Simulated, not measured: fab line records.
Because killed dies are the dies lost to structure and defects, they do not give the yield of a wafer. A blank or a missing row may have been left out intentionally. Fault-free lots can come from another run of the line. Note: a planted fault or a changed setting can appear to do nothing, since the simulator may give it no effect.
Problem report in the 8D (eight disciplines) form, filled by code + flow sky130 + the parts of the form that need people (team, actions taken, sign-off) are left out

== 1. WHAT WENT WRONG ==
POLY_GATE_CVD_00_THK at SKY_POLY_GATE_THK_MEAS_01 reads a mean of 90.4 nm on 6 wafers of 2 lots; wafers without a fault read 179.9 nm with a standard deviation of 1.6. That puts it -56 standard deviations away from the usual mean.
Seen first at day 17 14:43 on film-metro-01, wafer L240.3. At this step, 36 wafers from 12 lots have a number in the record. Rule for "out", or "out of limits": more than 4 standard deviations from the usual mean. All remaining wafers that have a number are taken as sound.

== 2. WHAT IT IS, AND WHAT IT ISN'T ==
| question                    | is                           | is not                                                                                 |
|-----------------------------|------------------------------|----------------------------------------------------------------------------------------|
| which readings at this step | POLY_GATE_CVD_00_THK         | -                                                                                      |
| which lots                  | L240, L242                   | L231, L232, L234, L235, L236, L237, L250, L251, L252, L253                             |
| which wafers of those lots  | all that have a number       | -                                                                                      |
| read on which gauges        | film-metro-01, film-metro-03 | film-metro-02                                                                          |
| when                        | from day 17 14:43            | up to then (18 sound wafers); but 12 sound wafers of L250, L251, L252, L253 came after |

== 3. WHAT RULES OUT EACH SUSPECT ==
Counting: any tool at a process step up to the reading is kept as a suspect provided that every lot that is out went through it and no sound lot did after the first of them.
- the gauge at SKY_POLY_GATE_THK_MEAS_01: ruled out. The wafers that are out were read on 2 gauges (film-metro-01, film-metro-03).
- lpcvd-01 at SKY_POLY_GATE_CVD_00 (deposits poly-Si, target thk 180 nm, time 720 s): ruled out as a lasting fault. Following L240 (day 17 13:30), the first lot on it that is out, the sound lots L250, L251, L252, L253 were run on it.
Left after counting: nothing in the record.

== 4. THE CAUSE (what the simulator had put in) ==
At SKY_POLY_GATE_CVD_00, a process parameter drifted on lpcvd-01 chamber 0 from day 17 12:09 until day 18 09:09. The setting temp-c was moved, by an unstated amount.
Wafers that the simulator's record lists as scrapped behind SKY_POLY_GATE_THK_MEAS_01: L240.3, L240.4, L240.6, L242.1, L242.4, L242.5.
It was ruled out by counting, in error; the rule expects a fault to strike all lots run on its tool from its start on, and this fault did not.

== 5. SEQUENCE OF EFFECTS, ordered by route ==
One row per reading whose mean, taken over the struck wafers that have a number, lies over 3 standard deviations from the usual. Only readings whose record carries a usual standard deviation are examined. hours: median over the lots of the time between each lot's start at the first step of this table that gives one and its start at this step. sigmas: the change, counted in usual standard deviations.
| hours | step                      | reading              | usual    | on struck wafers | change | sigmas      |
|-------|---------------------------|----------------------|----------|------------------|--------|-------------|
| 0     | SKY_POLY_GATE_CVD_00      | spike-tc-bottom-C    | 642.3 C  | 612.9            | -29.4  | -23         |
| 0     | SKY_POLY_GATE_CVD_00      | spike-tc-centre-C    | 620.8 C  | 591.0            | -29.8  | -21         |
| 0     | SKY_POLY_GATE_CVD_00      | spike-tc-lower-C     | 620.4 C  | 591.2            | -29.1  | -24         |
| 0     | SKY_POLY_GATE_CVD_00      | spike-tc-top-C       | 640.4 C  | 614.3            | -26.1  | -15         |
| 0     | SKY_POLY_GATE_CVD_00      | spike-tc-upper-C     | 621.1 C  | 592.2            | -28.9  | -30         |
| 0     | SKY_POLY_GATE_CVD_00      | susceptor-temp-C     | 619.95 C | 591.20           | -28.75 | -99 or more |
| 0     | SKY_POLY_GATE_CVD_00      | zone-power-upper-pct | 8.98 %   | 8.29             | -0.69  | -7.8        |
| 1     | SKY_POLY_GATE_THK_MEAS_01 | POLY_GATE_CVD_00_THK | 179.9 nm | 90.4             | -89.5  | -56         |
Its process steps:
- SKY_POLY_GATE_CVD_00: deposits poly-Si, target thk 180 nm, time 720 s.

== 6. HOW IT WOULD HAVE BEEN CAUGHT EARLIER ==
In this record the first reading out of limits at a measuring or inspecting step was taken at day 17 14:43, 3 hours after the fault began at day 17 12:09.
Tool's own readings at SKY_POLY_GATE_CVD_00, spike-tc-bottom-C, spike-tc-centre-C, spike-tc-lower-C, spike-tc-top-C, spike-tc-upper-C, susceptor-temp-C, zone-power-upper-pct: out on all struck wafers the step has rows for; an alarm limit on them would have tripped on the first.
